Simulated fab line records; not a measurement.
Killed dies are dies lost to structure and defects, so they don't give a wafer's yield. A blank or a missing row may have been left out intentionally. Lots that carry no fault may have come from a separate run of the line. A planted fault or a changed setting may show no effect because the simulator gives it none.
Comparing a struck lot with a sound one + flow sky130 + 15 out of 708 route steps
Sound: these wafers, L812.2, L812.5, L812.6. Struck: wafer L829.4 (left out: L829.3, L829.6 of the same lot, which were not struck); the cause appears at the end.
Order at every step that has rows: each side's tool, ch and its chambers, its first start. Under that, the readings that differ: sound wafers + struck wafers + difference of the means + sigmas: that difference in standard deviations of wafers without a fault.
alike: words and numbers the same on both sides, and readings whose means are apart by under 2 such deviations; not compared: readings that were withheld, readings missing a value for some wafer, numbers with overlapping values and no deviation given by the record, and bounds like >300 which may hide the same value.
A row with sigmas, a row that says differs or no value, or rows on one side alone: a step with any of these is where the two part. Numbers that have no deviation but don't overlap get no sigmas and don't part them. A reading missing from all wafers of one side parts the sides only when that side holds two or more wafers.

first, 3 steps without rows for these wafers: SKY_LI_CONTACT_EXPOSE_09 (exposes mask LICM1, target cd 170 nm); SKY_LI_CONTACT_PEB_10; SKY_LI_CONTACT_DEVELOP_11 (develop time 60 s).
SKY_LI_CONTACT_CD_MEAS_12: the cd target is 170 nm.
  sound: cd_sem-02 at day 29 16:56; struck: cd_sem-02 at day 34 21:52
| reading    | sound             | struck | difference | sigmas |
|------------|-------------------|--------|------------|--------|
| cd_nm (nm) | 169.1 167.9 167.6 | 173.0  | +4.8       | +3     |
SKY_LI_CONTACT_OVL_MEAS_13:
  sound: overlay-02 at day 29 17:03; struck: overlay-01 at day 34 21:57
  alike: LI_CONTACT_OVL
SKY_LI_CONTACT_ETCH_14: etches BARC in N2/H2, stops on SiO2, time 45.9 s, target depth 60 nm.
  sound on rie_diel-03 ch 0,1,2, day 29 17:05; struck on rie_diel-01 ch 3, day 34 21:59
  alike: drypump_motor_current_A, h2_flow_sccm, n2_flow_sccm, oes_product_au, throttle_valve_pct
  not compared: rf_hours_counter_h
SKY_LI_CONTACT_ETCH_15: etches PSG in C4F8/O2/Ar, stops on Si, target depth 600 nm.
  sound on rie_diel-03 ch 0,1,2, day 29 17:07; struck on rie_diel-01 ch 3, day 34 22:01
  alike: oes_product_au
SKY_LI_CONTACT_STRIP_16: strips in O2/N2.
  sound on plasma_asher-01 ch 0,1, day 29 17:12; struck on plasma_asher-01 ch 1, day 34 22:08
  alike: drypump_motor_current_A, n2_flow_sccm, oes_product_au, strip_time_to_endpoint_s
  not compared: rf_hours_counter_h
then, 2 steps without rows for these wafers: SKY_LI_CONTACT_CLEAN_17 (cleans in NMP, time 600 s); SKY_LI_CONTACT_PRE_CLEAN_18 (time 5.6 s).
SKY_LI_CONTACT_SPUTTER_19: material Ti, target thk 20 nm, time 106.37 s.
  sound: pvd_sputter-02 at day 29 17:30; struck: pvd_sputter-03 at day 34 22:26
| reading              | sound                | struck | difference | sigmas |
|----------------------|----------------------|--------|------------|--------|
| substrate_temp_c (C) | 199.65 199.66 199.66 | 200.14 | +0.48      | +3     |
  alike: throttle_valve_pct
SKY_LI_CONTACT_SPUTTER_20: material TiN, target thk 20 nm, time 80 s.
  sound: pvd_sputter-02 at day 29 17:34; struck: pvd_sputter-03 at day 34 22:31
  alike: throttle_valve_pct
SKY_LI_CONTACT_CVD_21: deposits W, target thk 400 nm, time 120.56 s.
  sound on cvd_w-02 ch 0,1, day 29 17:38; struck on cvd_w-01 ch 0, day 34 22:37
| reading                                  | sound           | struck | difference | sigmas |
|------------------------------------------|-----------------|--------|------------|--------|
| model.W_of_LI_CONTACT_CVD_21.thk_nm (nm) | 390.3 397 393.7 | 414.6  | +20.9      |        |
  alike: heater_power_w
SKY_LI_CONTACT_RS_MEAS_22: the measuring method here is four-point-probe.
  sound: film_metro-03 at day 29 17:47; struck: film_metro-03 at day 34 22:44
| reading                  | sound             | struck | difference | sigmas |
|--------------------------|-------------------|--------|------------|--------|
| LI_CONTACT_W_RS (ohm/sq) | 0.292 0.287 0.290 | 0.275  | -0.015     | -4     |
-- a jump in the record: the struck wafers' starts before and after are 15 days apart (it breaks off in module LI_CONTACT and resumes in module PAD_OPEN, where the first step shown is number 708 of the route) --
SKY_PAD_OPEN_PROBE_99:
  sound: prober-01 at day 46 05:23; struck: prober-02 at day 50 00:00
  alike: killed_at_M0_to_M3, killed_at_M4_up, killed_at_contacts, killed_at_front_end, killed_at_other, killed_dies, killed_open, killed_short

## WHERE THEY PART
First at SKY_LI_CONTACT_CD_MEAS_12; last, within this record, at SKY_LI_CONTACT_RS_MEAS_22. Later steps at which nothing parts them and some readings are alike: SKY_PAD_OPEN_PROBE_99.

WHY: what had been put in by the simulator
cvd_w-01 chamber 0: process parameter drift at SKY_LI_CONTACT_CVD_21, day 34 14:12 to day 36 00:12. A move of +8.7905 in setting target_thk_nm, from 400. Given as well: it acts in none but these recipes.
